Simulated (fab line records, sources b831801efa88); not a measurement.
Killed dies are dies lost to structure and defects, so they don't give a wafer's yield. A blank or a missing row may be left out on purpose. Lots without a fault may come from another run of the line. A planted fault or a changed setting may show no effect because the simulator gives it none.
Which tool did it? | flow sky130 | 10 lots, 30 wafers sampled, at 6 steps of a route of 708

WHAT THE GAUGES READ, wafer by wafer
SKY_VIA3_OVL_MEAS_13.
lot  | measured     | on         | VIA3_OVL (nm)
L962 | day 39 10:41 | overlay-01 | 2 -3 -3
L963 | day 39 14:42 | overlay-02 | -3 3 -3
L964 | day 40 02:29 | overlay-02 | -2 -2 1
L965 | day 40 11:17 | overlay-01 | -1 1 -3
L967 | day 41 17:23 | overlay-01 | -4 -6 -8
L970 | day 42 02:09 | overlay-01 | -2 0 4
L974 | day 43 02:32 | overlay-01 | 5 3 3
L977 | day 44 08:56 | overlay-02 | -7 -3 1
L979 | day 44 13:20 | overlay-01 | -1 -4 -3
L985 | day 46 05:47 | overlay-02 | -1 -6 -2

SKY_CAP2M_RS_MEAS_03: measures by four-point-probe.
lot  | measured     | on            | CAP2M_TIN_RS (ohm/sq)
L962 | day 39 12:29 | film_metro-01 | 6.90 6.96 6.88
L963 | day 39 16:29 | film_metro-04 | 6.95 6.89 6.93
L964 | day 40 04:17 | film_metro-04 | 7.00 6.95 7.03
L965 | day 40 13:03 | film_metro-04 | 7.01 7.05 7.02
L967 | day 41 19:19 | film_metro-04 | 6.92 6.95 6.86
L970 | day 42 03:55 | film_metro-01 | 6.87 6.82 6.95
L974 | day 43 04:20 | film_metro-03 | 7.01 7.06 6.94
L977 | day 44 10:44 | film_metro-01 | 6.97 4.13 7.01 6.98 4.12 7.00
L979 | day 44 15:08 | film_metro-04 | 6.96 6.96 4.12 6.95 6.98 4.14
L985 | day 46 07:43 | film_metro-04 | 6.88 6.85 6.79

SKY_CAP2M_THK_MEAS_04: measures by xrf.
lot  | measured     | on            | CAP2M_TIN_THK (nm)
L962 | day 39 12:36 | film_metro-01 | 200.1 199.0 201.4
L963 | day 39 16:35 | film_metro-04 | 200.0 201.0 199.9
L964 | day 40 04:23 | film_metro-04 | 197.3 197.7 197.0
L965 | day 40 13:10 | film_metro-04 | 196.4 195.4 197.7
L967 | day 41 19:26 | film_metro-04 | 200.2 199.2 201.6
L970 | day 42 04:01 | film_metro-01 | 201.5 203.5 199.1
L974 | day 43 04:27 | film_metro-03 | 197.7 197.0 200.7
L977 | day 44 14:43 | film_metro-01 | 199.6 333.4 199.2 199.2 333.9 198.4
L979 | day 44 17:58 | film_metro-04 | 199.5 200.4 333.7 200.0 199.9 334.0
L985 | day 46 07:50 | film_metro-04 | 201.1 202.1 203.7

WHICH TOOL RAN EACH LOT (tool, then ch and the chambers of the sampled wafers, then the start)
lot  | SKY_VIA3_ETCH_14                   | SKY_VIA3_STRIP_16                    | SKY_CAP2M_SPUTTER_02
L962 | rie_diel-02 ch 0,3, day 39 10:44   | plasma_asher-04 ch 0,1, day 39 10:50 | pvd_sputter-01, day 39 12:22
L963 | rie_diel-02 ch 0,2, day 39 14:44   | plasma_asher-04 ch 0,1, day 39 14:52 | pvd_sputter-01, day 39 16:20
L964 | rie_diel-03 ch 0,1,3, day 40 02:31 | plasma_asher-02 ch 0,1, day 40 02:37 | pvd_sputter-02, day 40 04:09
L965 | rie_diel-02 ch 0,3, day 40 11:19   | plasma_asher-04 ch 0,1, day 40 11:25 | pvd_sputter-01, day 40 12:55
L967 | rie_diel-04 ch 0,1,3, day 41 17:25 | plasma_asher-03 ch 0,1, day 41 17:31 | pvd_sputter-04, day 41 19:13
L970 | rie_diel-02 ch 1,3, day 42 02:10   | plasma_asher-03 ch 0,1, day 42 02:19 | pvd_sputter-04, day 42 03:46
L974 | rie_diel-04 ch 0,3, day 43 02:34   | plasma_asher-04 ch 0,1, day 43 02:40 | pvd_sputter-01, day 43 04:13
L977 | rie_diel-02 ch 0,1,2, day 44 08:58 | plasma_asher-02 ch 0,1, day 44 09:04 | pvd_sputter-04, day 44 10:38
L979 | rie_diel-03 ch 0,1, day 44 13:23   | plasma_asher-02 ch 0,1, day 44 13:29 | pvd_sputter-04, day 44 15:01
L985 | rie_diel-03 ch 0,1,3, day 46 05:49 | plasma_asher-04 ch 0,1, day 46 05:55 | pvd_sputter-02, day 46 07:37
- SKY_VIA3_ETCH_14: etches BARC in N2/H2, stops on SiO2, time 45.9 s, target depth 60 nm.
- SKY_VIA3_STRIP_16: strips in O2/N2.
- SKY_CAP2M_SPUTTER_02: material TiN, target thk 200 nm, time 166.7 s.

WHAT THE TOOLS THEMSELVES READ (means of the sampled wafers that have a number; where no wafer has one, the mark that the record gives instead)
SKY_VIA3_ETCH_14.
lot  | tool        | drypump_motor_current_A (A) | h2_flow_sccm (sccm) | oes_product_au (a.u.) | throttle_valve_pct (%)
L962 | rie_diel-02 | 5.9                         | 199.6               | 0.856                 | 13.229
L963 | rie_diel-02 | 6.2                         | 199.4               | 0.853                 | 13.226
L964 | rie_diel-03 | 5.8                         | 199.9               | 0.854                 | 13.218
L965 | rie_diel-02 | 5.9                         | 200.4               | 0.859                 | 13.230
L967 | rie_diel-04 | 5.7                         | 200.0               | 0.856                 | 13.222
L970 | rie_diel-02 | 5.6                         | 200.4               | 0.855                 | 13.215
L974 | rie_diel-04 | 5.7                         | 200.0               | 0.852                 | 13.230
L977 | rie_diel-02 | 5.9                         | 199.8               | 0.855                 | 13.217
L979 | rie_diel-03 | 5.5                         | 200.2               | 0.852                 | 13.230
L985 | rie_diel-03 | 5.8                         | 199.8               | 0.852                 | 13.218

SKY_VIA3_STRIP_16.
lot  | tool            | drypump_motor_current_A (A) | oes_product_au (a.u.) | strip_time_to_endpoint_s (s)
L962 | plasma_asher-04 | 6.6                         | 0.403                 | 4.146
L963 | plasma_asher-04 | 6.6                         | 0.401                 | 4.140
L964 | plasma_asher-02 | 5.7                         | 0.405                 | 4.138
L965 | plasma_asher-04 | 6.6                         | 0.401                 | 4.164
L967 | plasma_asher-03 | 5.6                         | 0.404                 | 4.177
L970 | plasma_asher-03 | 5.3                         | 0.399                 | 4.169
L974 | plasma_asher-04 | 6.6                         | 0.404                 | 4.153
L977 | plasma_asher-02 | 5.7                         | 0.404                 | 4.155
L979 | plasma_asher-02 | 5.7                         | 0.405                 | 4.144
L985 | plasma_asher-04 | 6.6                         | 0.401                 | 4.166

SKY_CAP2M_SPUTTER_02.
lot  | tool           | throttle_valve_pct (%)
L962 | pvd_sputter-01 | 29.4
L963 | pvd_sputter-01 | 29.4
L964 | pvd_sputter-02 | 29.7
L965 | pvd_sputter-01 | 29.4
L967 | pvd_sputter-04 | 29.8
L970 | pvd_sputter-04 | 30.2
L974 | pvd_sputter-01 | 29.1
L977 | pvd_sputter-04 | 30.3
L979 | pvd_sputter-04 | 30.0
L985 | pvd_sputter-02 | 29.8

THE ANSWER, worked out from the rows above alone
Rule: what is usual is taken from the lots themselves. Put in order of their means at a reading, lots are off if they are a third of the lots or fewer, leave a main group of 4 or more, and stand apart from it by a gap of 3 or more times the standard deviation of the main group's means; of several such gaps the widest counts. A main group whose means are all the same, to the digits that the tables above print for the reading, isn't used. A lot without any number at a reading at which 4 lots or more have one is off too. The other lots that the step has rows for count as sound. The gauges are gone through in route order, then the tools' own readings, and for those a lot's mean is taken as printed above. The first step at which some lot is off is used, and at that step the reading that is off furthest; a lot without a number counts as furthest.
Off: L977, L979, at SKY_CAP2M_RS_MEAS_03 (CAP2M_TIN_RS). The main group: mean 6.94 ohm/sq, standard deviation 0.061.
A tool fits if, at a process step before that reading, it ran every lot that is off, and no sound lot after the first of them. The gauges at SKY_CAP2M_RS_MEAS_03 are tried like those tools. Can't be told from this: 2 tools fit, plasma_asher-02 at SKY_VIA3_STRIP_16, pvd_sputter-04 at SKY_CAP2M_SPUTTER_02.

WHAT THE SIMULATOR HAD PUT IN
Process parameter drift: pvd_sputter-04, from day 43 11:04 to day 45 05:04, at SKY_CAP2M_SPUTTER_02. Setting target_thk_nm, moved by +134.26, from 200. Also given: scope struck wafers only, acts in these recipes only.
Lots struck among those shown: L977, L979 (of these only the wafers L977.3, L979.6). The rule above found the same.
